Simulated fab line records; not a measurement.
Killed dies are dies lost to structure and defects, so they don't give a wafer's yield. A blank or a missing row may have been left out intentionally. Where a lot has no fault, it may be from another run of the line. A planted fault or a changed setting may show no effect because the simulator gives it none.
fab line records ; flow sky130
[record] lots = 14; wafers = 42; last_day = 51
route steps=708 shown FIELD_ISO@26 PWDE@52 VT_ADJUST_HVTP@94 VT_ADJUST_LVTN@118
lots untouched by any fault: they come from a run of this same line in which no faults occurred
start_h: start of the lot's first displayed wafer, in hours after the record's first day ; wait_h: hours elapsed since this lot's preceding step ; " identical to the entry in the row above ; L1.1+2: several wafers, shown together as one row ; - no value, or no start was given ; * or withheld: withheld ; < > ~ a bound
route shown NAME@n: NAME is a module with steps in the file, n the number in the route of the first one ; usual: mean/standard deviation of fault-free wafers ; same: alike in all rows ; chamber/n: place in a boat ; sites: the reading at each site ; _std_site: how widely they spread, as a standard deviation ; _edge_site: inner sites' mean taken away from outer sites' mean ; radius_mm: how far each site lies from the wafer's centre ; mask NAME#n: copy n ; behind: tool/chamber where the wafer was last shaped ; hold: cause of the lot's hold/its duration in hours/its outcome ; device: whichever transistor did not switch (one of n, p or np) ; end of line: tests run on the same wafers once the route is complete ; step lacking rows: just its recipe ; killed: count of dies lost to structure and defects at first sort (not the wafer's yield) ; map: a wafer's dies, marking killed ones x, the rest . and places with no die _
set.NAME: the setting as run; set.NAME@STEP: as run at that earlier step ; model.NAME: the simulator's own value behind a step, which no gauge read
route steps across a sampled set of lots; one table per step, one row per wafer
services: a tool's chamber out of use, with start hour (start_h, from the record's first day; less than 0 if before it), hours out, and reason
[[steps]]
[step SKY_FIELD_ISO_THK_MEAS_25]
[recipe] reads = SiO2_of_FIELD_ISO_CVD_24
[usual] FIELD_ISO_CVD_24_THK = 594/6.3
lot.wafer;tool;chamber;start_h;wait_h;FIELD_ISO_CVD_24_THK[nm]
L614.2;film_metro-02;-;32.95;0.0;596
L614.4;film_metro-02;-;32.95;0.0;602
L614.5;film_metro-02;-;32.95;0.0;595
L615.1;film_metro-03;-;38.19;0.0;591
L615.3;film_metro-03;-;38.19;0.0;607
L615.4;film_metro-03;-;38.19;0.0;601
L616.1;film_metro-04;-;43.10;0.0;607
L616.4;film_metro-04;-;43.10;0.0;596
L616.6;film_metro-04;-;43.10;0.0;594
L617.1;film_metro-02;-;49.47;0.0;589
L617.2;film_metro-02;-;49.47;0.0;593
L617.6;film_metro-02;-;49.47;0.0;597
L618.1;film_metro-02;-;53.85;0.0;594
L618.4;film_metro-02;-;53.85;0.0;588
L618.6;film_metro-02;-;53.85;0.0;590
L620.3;film_metro-03;-;63.90;0.1;608
L620.5;film_metro-03;-;63.90;0.1;601
L620.6;film_metro-03;-;63.90;0.1;600
L621.3;film_metro-02;-;67.25;0.1;583
L621.4;film_metro-02;-;67.25;0.1;591
L621.6;film_metro-02;-;67.25;0.1;594
L622.1;film_metro-02;-;75.82;0.0;602
L622.2;film_metro-02;-;75.82;0.0;606
L622.3;film_metro-02;-;75.82;0.0;601
L630.2;film_metro-02;-;117.79;0.0;586
L630.4;film_metro-02;-;117.79;0.0;592
L630.5;film_metro-02;-;117.79;0.0;592
L631.1;film_metro-02;-;124.73;0.0;590
L631.2;film_metro-02;-;124.73;0.0;584
L631.5;film_metro-02;-;124.73;0.0;590
L632.3;film_metro-03;-;125.93;0.1;592
L632.4;film_metro-03;-;125.93;0.1;590
L632.5;film_metro-03;-;125.93;0.1;592
L633.1;film_metro-03;-;130.76;0.0;599
L633.3;film_metro-03;-;130.76;0.0;604
L633.6;film_metro-03;-;130.76;0.0;600
L634.1;film_metro-02;-;137.61;0.0;588
L634.2;film_metro-02;-;137.61;0.0;581
L634.3;film_metro-02;-;137.61;0.0;589
L636.3;film_metro-04;-;148.61;0.1;606
L636.5;film_metro-04;-;148.61;0.1;604
L636.6;film_metro-04;-;148.61;0.1;597
[step SKY_PWDE_OVL_MEAS_07]
[usual] PWDE_OVL = 1.2/1.8
lot.wafer;tool;chamber;start_h;wait_h;PWDE_OVL[nm]
L614.2;overlay-01;-;73.08;-;5.1
L614.4;overlay-01;-;73.08;-;3.6
L614.5;overlay-01;-;73.08;-;4.2
L615.1;overlay-02;-;77.50;-;-0.9
L615.3;overlay-02;-;77.50;-;1.2
L615.4;overlay-02;-;77.50;-;-1.0
L616.1;overlay-02;-;82.80;-;2.6
L616.4;overlay-02;-;82.80;-;2.9
L616.6;overlay-02;-;82.80;-;3.7
L617.1;overlay-02;-;90.72;-;1.3
L617.2;overlay-02;-;90.72;-;-2.1
L617.6;overlay-02;-;90.72;-;-1.0
L618.1;overlay-02;-;97.50;-;2.0
L618.4;overlay-02;-;97.50;-;3.7
L618.6;overlay-02;-;97.50;-;2.8
L620.3;overlay-02;-;104.03;-;1.2
L620.5;overlay-02;-;104.03;-;2.5
L620.6;overlay-02;-;104.03;-;0.5
L621.3;overlay-01;-;112.03;-;3.3
L621.4;overlay-01;-;112.03;-;3.4
L621.6;overlay-01;-;112.03;-;3.5
L622.1;overlay-01;-;119.00;-;2.3
L622.2;overlay-01;-;119.00;-;0.9
L622.3;overlay-01;-;119.00;-;4.0
L630.2;overlay-01;-;164.43;-;0.2
L630.4;overlay-01;-;164.43;-;2.1
L630.5;overlay-01;-;164.43;-;1.2
L631.1;overlay-02;-;168.82;-;-1.4
L631.2;overlay-02;-;168.82;-;1.4
L631.5;overlay-02;-;168.82;-;-2.6
L632.3;overlay-02;-;170.46;-;2.7
L632.4;overlay-02;-;170.46;-;2.4
L632.5;overlay-02;-;170.46;-;0.4
L633.1;overlay-02;-;176.72;-;0.0
L633.3;overlay-02;-;176.72;-;-0.9
L633.6;overlay-02;-;176.72;-;-0.8
L634.1;overlay-02;-;185.10;-;2.6
L634.2;overlay-02;-;185.10;-;1.9
L634.3;overlay-02;-;185.10;-;3.5
L636.3;overlay-01;-;194.73;-;2.0
L636.5;overlay-01;-;194.73;-;-1.0
L636.6;overlay-01;-;194.73;-;-2.0
[step SKY_VT_ADJUST_HVTP_IMPLANT_09]
[recipe] species = As; energy_kev = 150; dose_cm2 = 4.3e+12; tilt_deg = withheld
lot.wafer;tool;chamber;start_h;wait_h
L614.2+4+5;implanter-04;0;131.28;0.0
L615.1+3+4;implanter-04;0;134.72;0.0
L616.1+4+6;implanter-03;0;140.87;0.0
L616.1+4+6;implanter-03;0;141.19;0.3
L617.1+2+6;implanter-03;0;148.48;0.0
L618.1+4+6;implanter-04;0;155.62;0.0
L620.3+5+6;implanter-03;0;163.68;0.1
L620.3+5+6;implanter-03;0;163.99;0.3
L621.3+4+6;implanter-04;0;171.53;0.1
L622.1+2+3;implanter-03;0;179.23;0.0
L622.1+2+3;implanter-03;0;179.54;0.3
L630.2+4+5;implanter-02;0;231.90;0.0
L631.1+2+5;implanter-04;0;234.52;0.0
L632.3+4+5;implanter-02;0;238.41;0.1
L633.1+3+6;implanter-04;0;243.32;0.0
L634.1+2+3;implanter-03;0;253.12;0.0
L636.3+5+6;implanter-03;0;264.96;0.1
[step SKY_VT_ADJUST_HVTP_TW_MEAS_11]
[usual] VT_ADJUST_HVTP_TW = 1355/9.7
lot.wafer;tool;chamber;start_h;wait_h;VT_ADJUST_HVTP_TW
L614.2;film_metro-04;-;131.52;0.1;1357
L614.4;film_metro-04;-;131.52;0.1;1358
L614.5;film_metro-04;-;131.52;0.1;1356
L615.1;film_metro-04;-;134.97;0.1;1361
L615.3;film_metro-04;-;134.97;0.1;1363
L615.4;film_metro-04;-;134.97;0.1;1356
L616.1;film_metro-01;-;141.44;0.1;1673
L616.4;film_metro-01;-;141.44;0.1;1676
L616.6;film_metro-01;-;141.44;0.1;1672
L617.1;film_metro-01;-;148.73;0.1;1340
L617.2;film_metro-01;-;148.73;0.1;1343
L617.6;film_metro-01;-;148.73;0.1;1341
L618.1;film_metro-03;-;155.87;0.1;1361
L618.4;film_metro-03;-;155.87;0.1;1366
L618.6;film_metro-03;-;155.87;0.1;1353
L620.3;film_metro-03;-;164.21;0.1;1691
L620.5;film_metro-03;-;164.21;0.1;1690
L620.6;film_metro-03;-;164.21;0.1;1705
L621.3;film_metro-01;-;171.75;0.1;1351
L621.4;film_metro-01;-;171.75;0.1;1360
L621.6;film_metro-01;-;171.75;0.1;1360
L622.1;film_metro-03;-;179.79;0.1;1696
L622.2;film_metro-03;-;179.79;0.1;1681
L622.3;film_metro-03;-;179.79;0.1;1690
L630.2;film_metro-04;-;232.14;0.1;1357
L630.4;film_metro-04;-;232.14;0.1;1356
L630.5;film_metro-04;-;232.14;0.1;1349
L631.1;film_metro-03;-;234.77;0.1;1346
L631.2;film_metro-03;-;234.77;0.1;1352
L631.5;film_metro-03;-;234.77;0.1;1346
L632.3;film_metro-03;-;238.63;0.1;1350
L632.4;film_metro-03;-;238.63;0.1;1348
L632.5;film_metro-03;-;238.63;0.1;1348
L633.1;film_metro-03;-;243.60;0.1;1359
L633.3;film_metro-03;-;243.60;0.1;1354
L633.6;film_metro-03;-;243.60;0.1;1352
L634.1;film_metro-03;-;253.37;0.1;1361
L634.2;film_metro-03;-;253.37;0.1;1350
L634.3;film_metro-03;-;253.37;0.1;1351
L636.3;film_metro-01;-;265.18;0.1;1340
L636.5;film_metro-01;-;265.18;0.1;1342
L636.6;film_metro-01;-;265.18;0.1;1347
[step SKY_VT_ADJUST_LVTN_TW_MEAS_21]
[usual] VT_ADJUST_LVTN_2_TW = 188.7/1.3
lot.wafer;tool;chamber;start_h;wait_h;VT_ADJUST_LVTN_2_TW
L614.2;film_metro-04;-;170.35;0.1;189.4
L614.4;film_metro-04;-;170.35;0.1;189.6
L614.5;film_metro-04;-;170.35;0.1;188.6
L615.1;film_metro-02;-;175.01;0.1;188.6
L615.3;film_metro-02;-;175.01;0.1;189.9
L615.4;film_metro-02;-;175.01;0.1;189.6
L616.1;film_metro-04;-;181.39;0.1;188.7
L616.4;film_metro-04;-;181.39;0.1;188.7
L616.6;film_metro-04;-;181.39;0.1;189.0
L617.1;film_metro-02;-;188.84;0.1;189.2
L617.2;film_metro-02;-;188.84;0.1;189.0
L617.6;film_metro-02;-;188.84;0.1;189.7
L618.1;film_metro-01;-;197.84;0.1;187.9
L618.4;film_metro-01;-;197.84;0.1;187.9
L618.6;film_metro-01;-;197.84;0.1;186.5
L620.3;film_metro-02;-;207.83;0.1;188.4
L620.5;film_metro-02;-;207.83;0.1;189.2
L620.6;film_metro-02;-;207.83;0.1;190.0
L621.3;film_metro-04;-;214.68;0.1;189.0
L621.4;film_metro-04;-;214.68;0.1;188.8
L621.6;film_metro-04;-;214.68;0.1;188.6
L622.1;film_metro-02;-;222.56;0.1;188.8
L622.2;film_metro-02;-;222.56;0.1;189.2
L622.3;film_metro-02;-;222.56;0.1;188.4
L630.2;film_metro-02;-;279.46;0.1;188.6
L630.4;film_metro-02;-;279.46;0.1;189.7
L630.5;film_metro-02;-;279.46;0.1;189.2
L631.1;film_metro-01;-;283.49;0.1;185.8
L631.2;film_metro-01;-;283.49;0.1;186.3
L631.5;film_metro-01;-;283.49;0.1;186.4
L632.3;film_metro-02;-;286.32;0.1;188.8
L632.4;film_metro-02;-;286.32;0.1;189.1
L632.5;film_metro-02;-;286.32;0.1;189.2
L633.1;film_metro-01;-;293.08;0.1;187.0
L633.3;film_metro-01;-;293.08;0.1;185.4
L633.6;film_metro-01;-;293.08;0.1;186.0
L634.1;film_metro-02;-;304.59;0.1;190.1
L634.2;film_metro-02;-;304.59;0.1;189.9
L634.3;film_metro-02;-;304.59;0.1;190.3
L636.3;film_metro-02;-;316.00;0.1;188.5
L636.5;film_metro-02;-;316.00;0.1;189.1
L636.6;film_metro-02;-;316.00;0.1;189.5
[[services]]
tool;chamber;start_h;hours;kind
implanter-03;-;110.23;1.5;repair
implanter-02;-;117.48;1.3;repair
implanter-02;-;124.59;1.6;repair
implanter-02;-;198.76;1.4;repair
implanter-03;-;205.83;5.3;pm
implanter-03;-;241.74;3.8;repair
[[key]]
[first_sign] step = SKY_VT_ADJUST_HVTP_IMPLANT_09; reading = visit; direction = added
[effect] step = SKY_VT_ADJUST_HVTP_TW_MEAS_11; reading = VT_ADJUST_HVTP_TW; direction = up; sigmas = 34; usual = 1355; struck = 1686
met_at SKY_VT_ADJUST_HVTP_IMPLANT_09
struck_lots L616,L620,L622
tester_left_out L616,L620,L622
not_acting_at SKY_FIELD_ISO_THK_MEAS_25,SKY_PWDE_OVL_MEAS_07,SKY_VT_ADJUST_LVTN_TW_MEAS_21
[fault] kind = repeated_step_whole; tool = implanter-02,implanter-03,implanter-04; chamber = -; onset_h = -; steps = SKY_VT_ADJUST_HVTP_IMPLANT_09; times = 1; scope = struck_lots_only
// tester_left_out: of these lots the tester's yield and bins aren't shown, on N5 and GAA mostly nor the transistor test; their killed dies are dies lost to structure and defects alone, not to doping, threshold or leakage, so they don't give the yield
